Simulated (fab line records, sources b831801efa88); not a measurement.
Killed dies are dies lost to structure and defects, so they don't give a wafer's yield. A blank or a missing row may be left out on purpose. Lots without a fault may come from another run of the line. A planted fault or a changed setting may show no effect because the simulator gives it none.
fab line records | flow gf180mcu
record lots=5 wafers=15 last_day=34
route steps=602 shown M2@364 V2@382
lots that met no fault: from a run of the same line without faults
start_h: hours from the record's first day to the start of the lot's first wafer shown | wait_h: hours since the lot's step before | " the same as in the row above | L1.1+2: a row that stands for several wafers | - no value, or no start given | * or withheld: withheld | < > ~ a bound
route shown NAME@n: a module of which the file shows steps, and the number in the route of the first | usual: mean/standard deviation of fault-free wafers | same: alike in all rows | chamber/n: place in a boat | sites: the reading at each site | _std_site: their standard deviation | _edge_site: outer sites' mean less inner sites' | radius_mm: how far each site lies from the wafer's centre | mask NAME#n: copy n | behind: the tool/chamber that last shaped the wafer | hold: why the lot was held/for how many hours/how that ended | device: the transistor (n, p or np) that didn't switch | end of line: the same wafers' tests at the end of the route | a step without rows: its recipe alone | killed: dies lost to structure and defects at the first sort, not the wafer's yield | map: a wafer's dies, x killed, . not, _ none there
set.NAME: the setting as run; set.NAME@STEP: as run at that earlier step | model.NAME: the simulator's own value behind a step, which no gauge read
lots at some steps of the route; a table a step, a row a wafer
services: from which hour (start_h, from the record's first day; less than 0 if before it) a tool's chamber was out of use, for how many hours, and why
## steps
# step GF_M2_SPUTTER_02
# recipe material=AlCu target_thk_nm=450 power_w=10600 time_s=23.9 chamber_pressure_pa=0.4
# usual throttle_valve_pct=29.7/0.98
# columns lot.wafer tool chamber start_h wait_h throttle_valve_pct
L074.1 pvd_sputter-01 - 405.81 0.0 28.2
L074.2 " - " " 28.6
L074.3 " - " " 30.2
L079.1 pvd_sputter-04 - 457.58 0.0 29.7
L079.3 " - " " 29.0
L079.5 " - " " 28.5
L084.2 pvd_sputter-02 - 505.22 0.0 29.6
L084.4 " - " " 29.6
L084.6 " - " " 29.6
L093.1 pvd_sputter-04 - 576.24 0.0 31.9
L093.2 " - " " 28.9
L093.4 " - " " 29.7
L097.2 pvd_sputter-02 - 607.53 0.0 29.5
L097.3 " - " " 29.9
L097.4 " - " " 31.6
# step GF_M2_SPUTTER_03
# recipe material=Ti target_thk_nm=10 substrate_temp_c=300 chamber_pressure_pa=0.3 power_w=3000 time_s=6.7
# usual throttle_valve_pct=29.7/0.96
# columns lot.wafer tool chamber start_h wait_h throttle_valve_pct
L074.1 pvd_sputter-01 - 405.85 0.0 28.4
L074.2 " - " " 28.5
L074.3 " - " " 29.9
L079.1 pvd_sputter-04 - 457.61 0.0 29.2
L079.3 " - " " 29.2
L079.5 " - " " 28.9
L084.2 pvd_sputter-02 - 505.25 0.0 29.9
L084.4 " - " " 29.6
L084.6 " - " " 29.3
L093.1 pvd_sputter-04 - 576.28 0.0 31.7
L093.2 " - " " 28.7
L093.4 " - " " 29.7
L097.2 pvd_sputter-02 - 607.56 0.0 29.9
L097.3 " - " " 29.6
L097.4 " - " " 31.6
# step GF_M2_SPUTTER_04
# recipe material=TiN target_thk_nm=50 power_w=6500 time_s=41.7 chamber_pressure_pa=0.4
# usual throttle_valve_pct=29.7/0.95
# columns lot.wafer tool chamber start_h wait_h throttle_valve_pct
L074.1 pvd_sputter-01 - 405.87 0.0 28.4
L074.2 " - " " 28.7
L074.3 " - " " 29.8
L079.1 pvd_sputter-04 - 457.63 0.0 29.5
L079.3 " - " " 29.3
L079.5 " - " " 28.9
L084.2 pvd_sputter-02 - 505.27 0.0 29.9
L084.4 " - " " 29.6
L084.6 " - " " 29.5
L093.1 pvd_sputter-04 - 576.30 0.0 31.7
L093.2 " - " " 28.9
L093.4 " - " " 29.1
L097.2 pvd_sputter-02 - 607.58 0.0 29.4
L097.3 " - " " 29.7
L097.4 " - " " 31.5
# step GF_M2_RS_MEAS_05
# recipe thk_meas_gauge=four-point-probe reads=TiN_of_M2_SPUTTER_04+Ti_of_M2_SPUTTER_03+AlCu_of_M2_SPUTTER_02+TiN_of_M2_SPUTTER_01+Ti_of_M2_SPUTTER_00
# usual M2_ALCU_RS=0.0698/0.00073
# columns lot.wafer tool chamber start_h wait_h M2_ALCU_RS[ohm/sq]
L074.1 film_metro-04 - 405.91 0.0 0.0688
L074.2 " - " " 0.0690
L074.3 " - " " 0.0690
L079.1 film_metro-02 - 457.67 0.0 0.0702
L079.3 " - " " 0.0696
L079.5 " - " " 0.0706
L084.2 film_metro-04 - 505.33 0.0 0.0694
L084.4 " - " " 0.0697
L084.6 " - " " 0.0705
L093.1 film_metro-02 - 576.34 0.0 0.0696
L093.2 " - " " 0.0700
L093.4 " - " " 0.0704
L097.2 film_metro-03 - 607.64 0.0 0.0697
L097.3 " - " " 0.0703
L097.4 " - " " 0.0692
# step GF_M2_THK_MEAS_06
# recipe thk_meas_gauge=xrf reads=AlCu_of_M2_SPUTTER_02
# usual M2_ALCU_THK=463/5.1
# columns lot.wafer tool chamber start_h wait_h M2_ALCU_THK[nm]
L074.1 film_metro-04 - 406.03 0.1 466
L074.2 " - " " 466
L074.3 " - " " 467
L079.1 film_metro-02 - 457.79 0.1 460
L079.3 " - " " 468
L079.5 " - " " 460
L084.2 film_metro-04 - 505.44 0.1 463
L084.4 " - " " 465
L084.6 " - " " 459
L093.1 film_metro-02 - 576.46 0.1 463
L093.2 " - " " 462
L093.4 " - " " 458
L097.2 film_metro-03 - 607.75 0.1 464
L097.3 " - " " 462
L097.4 " - " " 468
# step GF_M2_DEHYDRATE_07
# recipe temp_c=200 time_s=60
# usual exhaust_pa=45.0/0.86 heater_power_total_W=160.37/0.13
# columns lot.wafer tool chamber start_h wait_h exhaust_pa heater_power_total_W
L074.1 litho_track-04 0 416.88 10.8 45.6 160.35
L074.2 " 0 " " 45.8 160.25
L074.3 " 0 " " 46.1 160.43
L079.1 litho_track-04 0 468.58 10.8 42.4 160.30
L079.3 " 0 " " 44.9 160.50
L079.5 " 0 " " 44.5 160.39
L084.2 litho_track-01 0 516.73 11.3 44.7 160.53
L084.4 " 0 " " 44.3 160.17
L084.6 " 0 " " 44.2 160.49
L093.1 litho_track-03 0 586.33 9.9 45.2 160.35
L093.2 " 0 " " 44.1 160.18
L093.4 " 0 " " 44.8 160.36
L097.2 litho_track-04 0 617.30 9.5 45.6 160.26
L097.3 " 0 " " 45.6 160.58
L097.4 " 0 " " 45.8 160.52
# step GF_M2_HMDS_08
# recipe prime_time_s=60 prime_temp_c=120
# usual exhaust_pa=45.0/0.83
# columns lot.wafer tool chamber start_h wait_h exhaust_pa
L074.1 litho_track-04 0 417.03 0.1 44.2
L074.2 " 0 " " 44.6
L074.3 " 0 " " 44.0
L079.1 litho_track-04 0 468.73 0.1 43.7
L079.3 " 0 " " 44.0
L079.5 " 0 " " 43.8
L084.2 litho_track-01 0 516.88 0.1 46.6
L084.4 " 0 " " 44.3
L084.6 " 0 " " 45.3
L093.1 litho_track-03 0 586.48 0.1 44.1
L093.2 " 0 " " 44.1
L093.4 " 0 " " 43.8
L097.2 litho_track-04 0 617.45 0.1 46.2
L097.3 " 0 " " 45.3
L097.4 " 0 " " 44.3
# step GF_M2_COAT_09
# recipe resist=KrF spin_rpm=withheld resist_thk_nm=1000
# usual exhaust_pa=45.1/0.87
# columns lot.wafer tool chamber start_h wait_h exhaust_pa
L074.1 litho_track-04 0 417.18 0.1 45.6
L074.2 " 0 " " 45.4
L074.3 " 0 " " 45.3
L079.1 litho_track-04 0 468.88 0.1 46.8
L079.3 " 0 " " 46.6
L079.5 " 0 " " 46.7
L084.2 litho_track-01 0 517.03 0.1 44.2
L084.4 " 0 " " 43.3
L084.6 " 0 " " 44.7
L093.1 litho_track-03 0 586.63 0.1 44.7
L093.2 " 0 " " 44.7
L093.4 " 0 " " 44.5
L097.2 litho_track-04 0 617.60 0.1 44.9
L097.3 " 0 " " 44.7
L097.4 " 0 " " 45.2
# step GF_M2_SOFTBAKE_10
# recipe temp_c=130 time_s=60 resist=KrF
# usual exhaust_pa=44.7/0.86 heater_power_total_W=93.05/0.055
# columns lot.wafer tool chamber start_h wait_h exhaust_pa heater_power_total_W
L074.1 litho_track-04 0 417.33 0.1 44.8 93.11
L074.2 " 0 " " 46.4 93.07
L074.3 " 0 " " 45.2 93.05
L079.1 litho_track-04 0 469.03 0.1 44.0 93.09
L079.3 " 0 " " 44.8 93.12
L079.5 " 0 " " 44.2 93.07
L084.2 litho_track-01 0 517.18 0.1 44.2 93.11
L084.4 " 0 " " 45.4 92.97
L084.6 " 0 " " 45.4 93.10
L093.1 litho_track-03 0 586.78 0.1 43.6 93.10
L093.2 " 0 " " 43.6 92.94
L093.4 " 0 " " 42.9 93.11
L097.2 litho_track-04 0 617.75 0.1 44.5 93.01
L097.3 " 0 " " 44.4 93.04
L097.4 " 0 " " 45.0 93.03
# step GF_M2_EXPOSE_11
# recipe mask_id=Metal2 target_cd_nm=280 na=0.68 source_shape=conventional sigma_outer=0.6 dose_mj=28
# usual exposure_dose_mJ_cm2=28.354/0.027
# same sigma_outer=0.6
# columns lot.wafer tool chamber start_h wait_h mask exposure_dose_mJ_cm2
L074.1 krf_scanner-01 0 - - Metal2#0 28.344
L074.2 " 0 " " Metal2#0 28.353
L074.3 " 0 " " Metal2#0 28.346
L079.1 krf_scanner-02 0 - - Metal2#0 28.319
L079.3 " 0 " " Metal2#0 28.343
L079.5 " 0 " " Metal2#0 28.328
L084.2 krf_scanner-02 0 - - Metal2#0 28.349
L084.4 " 0 " " Metal2#0 28.356
L084.6 " 0 " " Metal2#0 28.364
L093.1 krf_scanner-02 0 - - Metal2#0 28.341
L093.2 " 0 " " Metal2#0 28.358
L093.4 " 0 " " Metal2#0 28.381
L097.2 krf_scanner-01 0 - - Metal2#0 28.392
L097.3 " 0 " " Metal2#0 28.359
L097.4 " 0 " " Metal2#0 28.320
# step GF_M2_PEB_12
# recipe peb_temp_c=134.3 peb_time_s=90 resist=KrF
# usual exhaust_pa=45.1/0.93 heater_power_total_W=85.12/0.085
# columns lot.wafer tool chamber start_h wait_h exhaust_pa heater_power_total_W
L074.1 litho_track-01 0 - - 44.5 85.00
L074.2 " 0 " " 45.9 84.99
L074.3 " 0 " " 46.5 85.13
L079.1 litho_track-01 0 - - 44.3 85.06
L079.3 " 0 " " 45.4 85.09
L079.5 " 0 " " 44.9 85.13
L084.2 litho_track-03 0 - - 45.1 84.93
L084.4 " 0 " " 46.0 84.99
L084.6 " 0 " " 46.2 85.06
L093.1 litho_track-04 0 - - 45.5 85.12
L093.2 " 0 " " 45.9 85.27
L093.4 " 0 " " 45.9 85.22
L097.2 litho_track-01 0 - - 45.5 85.23
L097.3 " 0 " " 45.8 85.02
L097.4 " 0 " " 45.8 85.04
# step GF_M2_DEVELOP_13
# recipe develop_time_s=60 dev_temp_c=21
# usual exhaust_pa=45.1/0.96
# columns lot.wafer tool chamber start_h wait_h exhaust_pa
L074.1 litho_track-01 0 429.45 0.2 46.6
L074.2 " 0 " " 45.5
L074.3 " 0 " " 44.8
L079.1 litho_track-01 0 481.20 0.2 44.5
L079.3 " 0 " " 45.0
L079.5 " 0 " " 44.9
L084.2 litho_track-03 0 528.96 0.2 46.3
L084.4 " 0 " " 46.2
L084.6 " 0 " " 45.6
L093.1 litho_track-04 0 597.67 0.2 44.8
L093.2 " 0 " " 45.1
L093.4 " 0 " " 45.7
L097.2 litho_track-01 0 627.68 0.2 45.5
L097.3 " 0 " " 44.9
L097.4 " 0 " " 45.7
# step GF_M2_CD_MEAS_14
# recipe target_cd_nm=280
# usual cd_nm=280.1/1.2
# columns lot.wafer tool chamber start_h wait_h cd_nm
L074.1 cd_sem-02 - 429.60 0.1 278.0
L074.2 " - " " 277.4
L074.3 " - " " 279.0
L079.1 cd_sem-02 - 481.36 0.1 279.3
L079.3 " - " " 280.0
L079.5 " - " " 278.8
L084.2 cd_sem-01 - 529.10 0.1 280.2
L084.4 " - " " 280.0
L084.6 " - " " 280.4
L093.1 cd_sem-01 - 597.82 0.1 278.9
L093.2 " - " " 279.7
L093.4 " - " " 278.9
L097.2 cd_sem-02 - 627.91 0.2 281.4
L097.3 " - " " 282.3
L097.4 " - " " 281.7
# step GF_M2_OVL_MEAS_15
# usual M2_OVL=2/6.4
# columns lot.wafer tool chamber start_h wait_h M2_OVL[nm]
L074.1 overlay-02 - 429.72 0.1 7
L074.2 " - " " 8
L074.3 " - " " -6
L079.1 overlay-02 - 481.48 0.1 -3
L079.3 " - " " -1
L079.5 " - " " -14
L084.2 overlay-02 - 529.21 0.1 -13
L084.4 " - " " -5
L084.6 " - " " -3
L093.1 overlay-02 - 597.94 0.1 2
L093.2 " - " " -2
L093.4 " - " " 1
L097.2 overlay-01 - 628.02 0.1 13
L097.3 " - " " 11
L097.4 " - " " 10
# step GF_M2_METAL_ETCH_16
# recipe chemistry=Cl2/BCl3 mask_material=KrF target_depth_nm=627.5 stop_on=SiO2 pressure_mtorr=8 icp_w=800 bias_w=140 Cl2_flow_sccm=80 bcl3_flow_sccm=40 time_s=104.6
# usual drypump_motor_current_A=5.6/0.31 oes_product_au=0.971/0.0064 throttle_valve_pct=28.250/0.011
# columns lot.wafer tool chamber start_h wait_h drypump_motor_current_A oes_product_au rf_hours_counter_h throttle_valve_pct
L074.1 rie_metal-01 1 429.76 0.0 5.8 0.983 8 28.240
L074.2 " 0 " " 5.7 0.974 2 28.249
L074.3 " 0 " " 5.7 0.979 - 28.242
L079.1 rie_metal-01 1 481.51 0.0 5.8 0.956 9 28.235
L079.3 " 1 " " 5.8 0.967 - 28.253
L079.5 " 1 " " 5.8 0.962 - 28.262
L084.2 rie_metal-02 1 529.24 0.0 5.4 0.979 11 28.237
L084.4 " 1 " " 5.4 0.969 - 28.256
L084.6 " 1 " " 5.4 0.963 - 28.242
L093.1 rie_metal-01 1 597.98 0.0 5.8 0.967 12 28.246
L093.2 " 0 " " 5.7 0.967 7 28.248
L093.4 " 0 " " 5.7 0.965 - 28.252
L097.2 rie_metal-02 1 628.05 0.0 5.4 0.974 2 28.262
L097.3 " 1 " " 5.4 0.961 - 28.261
L097.4 " 0 " " 6.0 0.969 - 28.258
# step GF_M2_STRIP_17
# recipe chemistry=O2/N2 power_w=1400 pressure_mtorr=1500 platen_temp_c=250 o2_flow_sccm=3000 n2_flow_sccm=300 overash_fraction=0.5
# usual drypump_motor_current_A=5.70/0.28 heater_power_w=346/24 oes_product_au=0.558/0.005 platen_temp_c=250.00/0.18 strip_time_to_endpoint_s=7.87/0.044
# columns lot.wafer tool chamber start_h wait_h drypump_motor_current_A heater_power_w oes_product_au platen_temp_c rf_hours_counter_h strip_time_to_endpoint_s
L074.1 plasma_asher-03 1 429.87 0.1 5.87 321 0.556 249.93 68 7.83
L074.2 " 0 " " 5.47 318 0.564 250.13 68 7.84
L074.3 " 1 " " 5.86 323 0.557 250.22 - 7.82
L079.1 plasma_asher-03 1 481.62 0.1 5.82 321 0.556 250.11 74 7.88
L079.3 " 1 " " 5.85 326 0.554 250.09 - 7.89
L079.5 " 0 " " 5.45 328 0.555 250.15 - 7.85
L084.2 plasma_asher-04 1 529.35 0.1 5.82 381 0.557 249.99 11 7.88
L084.4 " 1 " " 5.83 385 0.559 250.25 - 7.93
L084.6 " 0 " " 6.16 359 0.559 249.79 - 7.90
L093.1 plasma_asher-01 1 598.09 0.1 5.27 328 0.557 249.79 93 7.86
L093.2 " 0 " " 5.81 377 0.555 249.83 93 7.88
L093.4 " 0 " " 5.80 375 0.556 249.81 - 7.91
L097.2 plasma_asher-01 0 628.16 0.1 5.79 383 0.553 249.93 96 7.87
L097.3 " 1 " " 5.28 336 0.551 250.19 - 7.81
L097.4 " 0 " " 5.82 386 0.552 249.99 - 7.88
# step GF_M2_STRIP_18
# recipe chemistry=post_etch_residue_remover time_s=1200 temp_c=72.5
# usual bath_guard_temp_C=72.7/0.64
# columns lot.wafer tool chamber start_h wait_h bath_guard_temp_C
L074.1 wet_bench-02 0 429.97 0.1 72.8
L074.2 " 0 " " 72.8
L074.3 " 0 " " 72.9
L079.1 wet_bench-01 2 481.72 0.1 71.9
L079.3 " 2 " " 72.3
L079.5 " 2 " " 72.2
L084.2 wet_bench-04 2 529.45 0.1 72.8
L084.4 " 2 " " 72.6
L084.6 " 2 " " 72.6
L093.1 wet_bench-04 3 598.19 0.1 73.8
L093.2 " 3 " " 73.8
L093.4 " 3 " " 73.8
L097.2 wet_bench-01 0 628.26 0.1 73.0
L097.3 " 0 " " 73.2
L097.4 " 0 " " 73.0
# step GF_M2_CLEAN_19
# recipe chemistry=DIW dry=n2_spin
# columns lot.wafer tool chamber start_h wait_h
L074.1+2+3 wet_bench-04 0 430.31 0.0
L079.1+3+5 wet_bench-04 0 482.10 0.0
L084.2+4+6 wet_bench-01 0 529.79 0.0
L093.1+2+4 wet_bench-02 0 598.53 0.0
L097.2+3+4 wet_bench-02 3 628.60 0.0
# step GF_V2_CVD_00
# recipe material=SiO2 target_thk_nm=600 sigma_open_frac=0.3 temp_c=400 time_s=100 sih4_flow_sccm=60 pressure_mtorr=6
# usual pressure_mtorr=6.001/0.01
# columns lot.wafer tool chamber start_h wait_h pressure_mtorr
L074.1 hdpcvd-01 1 430.40 0.0 6.001
L074.2 " 2 " " 6.001
L074.3 " 0 " " 6.000
L079.1 hdpcvd-02 2 482.20 0.0 6.003
L079.3 " 0 " " 6.015
L079.5 " 1 " " 6.012
L084.2 hdpcvd-01 0 529.89 0.0 6.003
L084.4 " 2 " " 5.982
L084.6 " 0 " " 6.000
L093.1 hdpcvd-01 2 598.63 0.0 5.999
L093.2 " 1 " " 5.999
L093.4 " 0 " " 6.010
L097.2 hdpcvd-02 0 628.70 0.0 6.006
L097.3 " 1 " " 5.997
L097.4 " 0 " " 6.006
# step GF_V2_THK_MEAS_01
# recipe reads=SiO2_of_V2_CVD_00
# usual V2_CVD_00_THK=601/6.9
# columns lot.wafer tool chamber start_h wait_h V2_CVD_00_THK[nm]
L074.1 film_metro-01 - 430.48 0.0 605
L074.2 " - " " 602
L074.3 " - " " 609
L079.1 film_metro-03 - 482.27 0.0 604
L079.3 " - " " 606
L079.5 " - " " 603
L084.2 film_metro-02 - 529.97 0.0 601
L084.4 " - " " 608
L084.6 " - " " 593
L093.1 film_metro-01 - 598.70 0.0 600
L093.2 " - " " 608
L093.4 " - " " 599
L097.2 film_metro-02 - 628.78 0.0 591
L097.3 " - " " 592
L097.4 " - " " 604
# step GF_V2_CVD_02
# recipe material=SiO2 target_thk_nm=850 precursor=TEOS temp_c=400 time_s=94.851 rf_w=600
# usual heater_power_w=656/110
# columns lot.wafer tool chamber start_h wait_h heater_power_w
L074.1 pecvd-04 1 430.54 0.1 861
L074.2 " 0 " " 800
L074.3 " 2 " " 634
L079.1 pecvd-03 2 482.33 0.1 557
L079.3 " 1 " " 437
L079.5 " 2 " " 585
L084.2 pecvd-02 0 530.02 0.0 725
L084.4 " 1 " " 688
L084.6 " 2 " " 789
L093.1 pecvd-03 0 598.76 0.1 623
L093.2 " 2 " " 630
L093.4 " 1 " " 563
L097.2 pecvd-02 2 628.83 0.0 715
L097.3 " 0 " " 654
L097.4 " 2 " " 762
# step GF_V2_THK_MEAS_03
# recipe reads=SiO2_of_V2_CVD_02
# usual V2_CVD_02_THK=851/11
# columns lot.wafer tool chamber start_h wait_h V2_CVD_02_THK[nm]
L074.1 film_metro-02 - 430.61 0.0 848
L074.2 " - " " 852
L074.3 " - " " 851
L079.1 film_metro-02 - 482.40 0.0 849
L079.3 " - " " 835
L079.5 " - " " 865
L084.2 film_metro-03 - 530.10 0.0 838
L084.4 " - " " 862
L084.6 " - " " 863
L093.1 film_metro-01 - 598.83 0.0 844
L093.2 " - " " 841
L093.4 " - " " 834
L097.2 film_metro-01 - 628.91 0.0 853
L097.3 " - " " 852
L097.4 " - " " 858
# step GF_V2_CMP_04
# recipe material=SiO2 down_force_psi=4 platen_rpm=60 pad_velocity_m_s=0.94248
# usual motor_current_A=11.9/1.3 time_to_endpoint_s=79/5.3
# columns lot.wafer tool chamber start_h wait_h motor_current_A time_to_endpoint_s
L074.3 cmp-01 3 430.67 0.0 10.8 81
L074.2 " 0 " " 10.4 82
L074.1 " 1 " " 13.8 83
L079.1 cmp-02 1 482.46 0.1 10.9 83
L079.3 " 0 " " 13.9 79
L079.5 " 1 " " 10.7 89
L084.2 cmp-02 2 530.20 0.1 12.5 71
L084.4 " 3 " " 11.3 88
L084.6 " 1 " " 11.1 84
L093.2 cmp-01 3 598.89 0.0 11.2 73
L093.4 " 0 " " 10.0 74
L093.1 " 2 " " 11.7 72
L097.3 cmp-02 0 628.96 0.0 14.3 80
L097.4 " 1 " " 10.8 85
L097.2 " 3 " " 11.3 85
# step GF_V2_BOW_MEAS_05
# recipe mode=bow
# usual V2_BOW=99/8.1
# columns lot.wafer tool chamber start_h wait_h V2_BOW[um]
L074.1 film_metro-01 - 430.97 0.1 98
L074.2 " - " " 92
L074.3 " - " " 98
L079.1 film_metro-03 - 482.76 0.2 93
L079.3 " - " " 101
L079.5 " - " " 93
L084.2 film_metro-03 - 530.47 0.2 93
L084.4 " - " " 107
L084.6 " - " " 100
L093.1 film_metro-02 - 599.19 0.1 108
L093.2 " - " " 108
L093.4 " - " " 114
L097.2 film_metro-02 - 629.28 0.1 98
L097.3 " - " " 107
L097.4 " - " " 104
# step GF_V2_DEHYDRATE_06
# recipe temp_c=200 time_s=60
# usual exhaust_pa=45.1/0.97 heater_power_total_W=160.37/0.13
# columns lot.wafer tool chamber start_h wait_h exhaust_pa heater_power_total_W
L074.1 litho_track-02 0 441.89 10.9 45.4 160.34
L074.2 " 0 " " 46.9 160.16
L074.3 " 0 " " 46.1 160.57
L079.1 litho_track-02 0 494.34 11.6 46.6 160.42
L079.3 " 0 " " 46.0 160.46
L079.5 " 0 " " 45.5 160.34
L084.2 litho_track-04 0 542.10 11.6 45.6 160.40
L084.4 " 0 " " 45.0 160.26
L084.6 " 0 " " 44.8 160.33
L093.1 litho_track-04 0 608.72 9.5 45.3 160.46
L093.2 " 0 " " 46.2 160.31
L093.4 " 0 " " 47.4 160.36
L097.2 litho_track-03 0 638.76 9.5 44.5 160.44
L097.3 " 0 " " 43.5 160.56
L097.4 " 0 " " 43.5 160.35
# step GF_V2_HMDS_07
# recipe prime_time_s=60 prime_temp_c=120
# usual exhaust_pa=45.0/0.83
# columns lot.wafer tool chamber start_h wait_h exhaust_pa
L074.1 litho_track-02 0 442.04 0.1 44.6
L074.2 " 0 " " 45.5
L074.3 " 0 " " 46.4
L079.1 litho_track-02 0 494.49 0.1 43.4
L079.3 " 0 " " 44.1
L079.5 " 0 " " 44.4
L084.2 litho_track-04 0 542.25 0.1 45.9
L084.4 " 0 " " 45.4
L084.6 " 0 " " 44.7
L093.1 litho_track-04 0 608.87 0.1 45.4
L093.2 " 0 " " 45.4
L093.4 " 0 " " 45.2
L097.2 litho_track-03 0 638.91 0.1 45.1
L097.3 " 0 " " 44.0
L097.4 " 0 " " 46.1
# step GF_V2_COAT_08
# recipe resist=BARC temp_c=withheld time_s=withheld spin_rpm=withheld resist_thk_nm=withheld
# usual exhaust_pa=45.2/0.92
# columns lot.wafer tool chamber start_h wait_h exhaust_pa
L074.1 litho_track-02 0 442.19 0.1 44.7
L074.2 " 0 " " 45.0
L074.3 " 0 " " 45.1
L079.1 litho_track-02 0 494.64 0.1 43.5
L079.3 " 0 " " 44.2
L079.5 " 0 " " 44.9
L084.2 litho_track-04 0 542.40 0.1 45.5
L084.4 " 0 " " 47.9
L084.6 " 0 " " 45.7
L093.1 litho_track-04 0 609.02 0.1 44.2
L093.2 " 0 " " 45.4
L093.4 " 0 " " 43.9
L097.2 litho_track-03 0 639.06 0.1 44.4
L097.3 " 0 " " 44.5
L097.4 " 0 " " 45.3
# step GF_V2_COAT_09
# recipe resist=KrF spin_rpm=withheld resist_thk_nm=1015
# usual exhaust_pa=44.8/1
# columns lot.wafer tool chamber start_h wait_h exhaust_pa
L074.1 litho_track-02 0 - - 44.1
L074.2 " 0 " " 44.9
L074.3 " 0 " " 44.1
L079.1 litho_track-02 0 - - 45.0
L079.3 " 0 " " 46.0
L079.5 " 0 " " 45.1
L084.2 litho_track-04 0 - - 44.5
L084.4 " 0 " " 46.0
L084.6 " 0 " " 44.5
L093.1 litho_track-04 0 - - 44.6
L093.2 " 0 " " 44.5
L093.4 " 0 " " 44.0
L097.2 litho_track-03 0 - - 44.7
L097.3 " 0 " " 45.1
L097.4 " 0 " " 43.7
# step GF_V2_SOFTBAKE_10
# recipe temp_c=130 time_s=60 resist=KrF
# usual exhaust_pa=44.9/0.93 heater_power_total_W=93.06/0.061
# columns lot.wafer tool chamber start_h wait_h exhaust_pa heater_power_total_W
L074.1 litho_track-02 0 - - 44.2 93.01
L074.2 " 0 " " 43.5 92.93
L074.3 " 0 " " 43.3 93.13
L079.1 litho_track-02 0 - - 45.8 93.07
L079.3 " 0 " " 45.6 93.04
L079.5 " 0 " " 44.1 93.08
L084.2 litho_track-04 0 - - 45.5 93.12
L084.4 " 0 " " 45.2 93.15
L084.6 " 0 " " 46.0 93.15
L093.1 litho_track-04 0 - - 44.4 92.91
L093.2 " 0 " " 45.4 92.99
L093.4 " 0 " " 45.4 92.96
L097.2 litho_track-03 0 - - 45.0 93.00
L097.3 " 0 " " 44.2 93.14
L097.4 " 0 " " 43.9 92.99
# step GF_V2_EXPOSE_11
# recipe mask_id=Via2 target_cd_nm=260 na=0.68 source_shape=conventional sigma_outer=0.6 dose_mj=38
# usual exposure_dose_mJ_cm2=38.13/0.043
# same sigma_outer=0.6
# columns lot.wafer tool chamber start_h wait_h mask exposure_dose_mJ_cm2
L074.1 krf_scanner-02 0 - - Via2#0 38.09
L074.2 " 0 " " Via2#0 38.15
L074.3 " 0 " " Via2#0 38.12
L079.1 krf_scanner-01 0 - - Via2#0 38.20
L079.3 " 0 " " Via2#0 38.18
L079.5 " 0 " " Via2#0 38.20
L084.2 krf_scanner-01 0 - - Via2#0 38.12
L084.4 " 0 " " Via2#0 38.18
L084.6 " 0 " " Via2#0 38.19
L093.1 krf_scanner-02 0 - - Via2#0 38.07
L093.2 " 0 " " Via2#0 38.03
L093.4 " 0 " " Via2#0 38.13
L097.2 krf_scanner-02 0 - - Via2#0 38.15
L097.3 " 0 " " Via2#0 38.16
L097.4 " 0 " " Via2#0 38.26
# step GF_V2_PEB_12
# recipe peb_temp_c=135 peb_time_s=90 resist=KrF
# usual exhaust_pa=45.1/0.83 heater_power_total_W=85.70/0.078
# columns lot.wafer tool chamber start_h wait_h exhaust_pa heater_power_total_W
L074.1 litho_track-02 0 - - 46.1 85.70
L074.2 " 0 " " 45.2 85.77
L074.3 " 0 " " 46.1 85.65
L079.1 litho_track-04 0 - - 43.8 85.64
L079.3 " 0 " " 46.2 85.77
L079.5 " 0 " " 45.1 85.72
L084.2 litho_track-02 0 - - 45.4 85.80
L084.4 " 0 " " 45.7 85.75
L084.6 " 0 " " 44.1 85.70
L093.1 litho_track-02 0 - - 46.0 85.76
L093.2 " 0 " " 46.5 85.63
L093.4 " 0 " " 45.9 85.73
L097.2 litho_track-03 0 - - 44.9 85.72
L097.3 " 0 " " 46.0 85.65
L097.4 " 0 " " 46.2 85.85
# step GF_V2_DEVELOP_13
# recipe develop_time_s=60 resist=KrF dev_temp_c=21
# usual exhaust_pa=45.0/0.86
# columns lot.wafer tool chamber start_h wait_h exhaust_pa
L074.1 litho_track-02 0 454.29 0.2 44.6
L074.2 " 0 " " 45.7
L074.3 " 0 " " 44.7
L079.1 litho_track-04 0 507.13 0.2 45.7
L079.3 " 0 " " 45.7
L079.5 " 0 " " 45.8
L084.2 litho_track-02 0 554.02 0.2 45.2
L084.4 " 0 " " 44.9
L084.6 " 0 " " 44.9
L093.1 litho_track-02 0 619.39 0.2 46.1
L093.2 " 0 " " 46.6
L093.4 " 0 " " 45.8
L097.2 litho_track-03 0 649.01 0.2 45.0
L097.3 " 0 " " 45.4
L097.4 " 0 " " 45.3
# step GF_V2_CD_MEAS_14
# recipe target_cd_nm=260
# usual cd_nm=259.8/1.4
# columns lot.wafer tool chamber start_h wait_h cd_nm
L074.1 cd_sem-02 - 454.44 0.1 257.8
L074.2 " - " " 258.4
L074.3 " - " " 257.8
L079.1 cd_sem-02 - 507.28 0.1 260.0
L079.3 " - " " 260.6
L079.5 " - " " 259.2
L084.2 cd_sem-02 - 554.16 0.1 259.9
L084.4 " - " " 259.3
L084.6 " - " " 259.5
L093.1 cd_sem-01 - 619.54 0.1 260.2
L093.2 " - " " 261.4
L093.4 " - " " 259.4
L097.2 cd_sem-02 - 649.15 0.1 261.7
L097.3 " - " " 260.6
L097.4 " - " " 262.1
# step GF_V2_OVL_MEAS_15
# usual V2_OVL=-4/4.4
# columns lot.wafer tool chamber start_h wait_h V2_OVL[nm]
L074.1 overlay-02 - 454.56 0.1 -5
L074.2 " - " " -9
L074.3 " - " " -4
L079.1 overlay-02 - 507.40 0.1 -1
L079.3 " - " " -1
L079.5 " - " " 2
L084.2 overlay-01 - 554.27 0.1 3
L084.4 " - " " -10
L084.6 " - " " -8
L093.1 overlay-02 - 619.66 0.1 -3
L093.2 " - " " -6
L093.4 " - " " -6
L097.2 overlay-01 - 649.26 0.1 -2
L097.3 " - " " 3
L097.4 " - " " 5
## services
# columns tool chamber start_h hours kind
rie_metal-01 - 393.75 0.2 repair
pvd_sputter-04 - 398.23 2.0 repair
pvd_sputter-02 - 400.02 2.0 repair
cmp-02 - 404.00 4.0 pm
rie_metal-01 - 407.56 14.6 pm
pvd_sputter-04 - 430.73 1.4 repair
krf_scanner-01 - 435.15 0.8 pm
wet_bench-01 - 443.77 1.7 repair
krf_scanner-01 - 454.48 1.3 pm
hdpcvd-01 2 459.52 1.8 repair
krf_scanner-02 - 463.51 4.4 pm
hdpcvd-01 - 471.71 5.5 pm
rie_metal-01 1 477.01 3.0 repair
krf_scanner-02 - 484.75 0.8 pm
krf_scanner-02 - 512.75 1.0 pm
krf_scanner-01 - 519.92 1.0 pm
krf_scanner-02 - 524.87 1.3 pm
krf_scanner-01 - 543.47 1.9 repair
krf_scanner-01 - 573.83 4.4 pm
krf_scanner-02 - 582.19 4.0 pm
krf_scanner-01 - 603.97 0.8 pm
pvd_sputter-02 - 623.42 0.7 repair
wet_bench-04 - 627.22 0.7 repair
krf_scanner-01 - 630.38 1.3 pm
## key
fault none
